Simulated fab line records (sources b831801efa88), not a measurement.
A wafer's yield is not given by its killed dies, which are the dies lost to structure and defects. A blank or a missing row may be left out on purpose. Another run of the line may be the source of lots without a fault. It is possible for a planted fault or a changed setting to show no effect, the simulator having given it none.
Split-lot experiment    flow gf180mcu    27 wafers read across 5 lots, on a route 602 steps long

## SPLIT DETAILS
At GF_TOP_METAL_SPUTTER_04 (material TiN, target thk 25 nm, time 20.8 s), the setting timeS was moved away from the recipe's 20.8 s on 9 of the 27 wafers read, by +27.3% to +55.8%. The other wafers ran this setting at the recipe's value.

The split's own step is where the reading is taken.

## THE READING
TiN_of_TOP_METAL_SPUTTER_04.thkNm (the simulator's own value, which no gauge read), in nm, at GF_TOP_METAL_SPUTTER_04 (material TiN, target thk 25 nm, time 20.8 s). There is no usual value for it anywhere in the file. Average 25.00 nm, standard deviation 0.15 nm, over the 18 wafers here run with the recipe.

wafer   tool, chamber at the split  timeS as run, s  against the recipe  TiN_of_TOP_METAL_SPUTTER_04.thkNm, nm  against lot-mates on the recipe
L074.1  pvdSputter-04, -            20.8             recipe              25.02                                  -
L074.2  pvdSputter-04, -            20.8             recipe              24.96                                  -
L074.3  pvdSputter-04, -            20.8             recipe              25.11                                  -
L074.4  pvdSputter-04, -            20.8             recipe              24.85                                  -
L074.5  pvdSputter-04, -            20.8             recipe              24.79                                  -
L074.6  pvdSputter-04, -            20.8             recipe              24.91                                  -
L076.1  pvdSputter-04, -            28.02            +34.7%              33.52                                  +8.46
L076.2  pvdSputter-04, -            20.8             recipe              25.12                                  -
L076.3  pvdSputter-04, -            20.8             recipe              25.01                                  -
L076.4  pvdSputter-04, -            20.8             recipe              25.05                                  -
L076.5  pvdSputter-04, -            28.02            +34.7%              33.71                                  +8.65
L076.6  pvdSputter-04, -            28.02            +34.7%              33.73                                  +8.67
L078.1  pvdSputter-01, -            20.8             recipe              25.27                                  -
L078.2  pvdSputter-01, -            20.8             recipe              25.07                                  -
L078.5  pvdSputter-01, -            20.8             recipe              25.19                                  -
L081.1  pvdSputter-02, -            20.8             recipe              24.9                                   -
L081.2  pvdSputter-02, -            20.8             recipe              24.9                                   -
L081.3  pvdSputter-02, -            32.41            +55.8%              38.42                                  +13.60
L081.4  pvdSputter-02, -            20.8             recipe              24.65                                  -
L081.5  pvdSputter-02, -            32.41            +55.8%              38.44                                  +13.62
L081.6  pvdSputter-02, -            32.41            +55.8%              38.66                                  +13.84
L084.1  pvdSputter-01, -            20.8             recipe              24.98                                  -
L084.2  pvdSputter-01, -            26.48            +27.3%              32.08                                  +6.99
L084.3  pvdSputter-01, -            26.48            +27.3%              32.02                                  +6.93
L084.4  pvdSputter-01, -            26.48            +27.3%              31.91                                  +6.82
L084.5  pvdSputter-01, -            20.8             recipe              25.04                                  -
L084.6  pvdSputter-01, -            20.8             recipe              25.24                                  -

THE FIT
A straight line over all 27 wafers: TiN_of_TOP_METAL_SPUTTER_04.thkNm changes by +0.245 nm for each +1% of timeS; r = +1.00; the points scatter about the line by 0.19 nm.
The same after taking each lot's own level away (the mean of its wafers on the recipe; 27 wafers): +0.247 nm for each +1%; r = +1.00; scatter 0.12 nm.
Per that fit: largest timeS move, reading shift of 14 nm.
The lots' own levels span 24.817 to 25.177 nm, that is 2.4 times the standard deviation above.
Consequently the slope shifts little with the lot-to-lot level, the two slopes agreeing.
Check: +13.8 nm against its lot-mates is what the line predicts for one of the wafers moved furthest among these (+55.8%) when that wafer is left out of the fit. Against them it came out at +13.6 nm.

## OTHER SPLITS ON THESE WAFERS
Before the reading, these wafers also passed through other splits. Each is held against what the fit with the lots' levels taken away leaves over:
other split on the same wafers  wafers away from the commonest value  r with TiN_of_TOP_METAL_SPUTTER_04.thkNm (lot level and that fit taken away)
GF_STI_OXIDATION_29 oxTimeS     18                                    +0.32
GF_POLY_GATE_ETCH_13 timeS      12                                    -0.15
GF_PSD_DEVELOP_06 developTimeS  9                                     -0.07
GF_M1_SPUTTER_03 timeS          6                                     -0.37
GF_V3_SPUTTER_21 timeS          6                                     +0.25
GF_MIM_SPUTTER_01 timeS         6                                     -0.08
GF_MIM_METAL_ETCH_19 timeS      6                                     +0.43

## FILE'S OWN FIT
TiN_of_TOP_METAL_SPUTTER_04.thkNm changes by +0.247 nm for each +1% of timeS, r = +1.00.
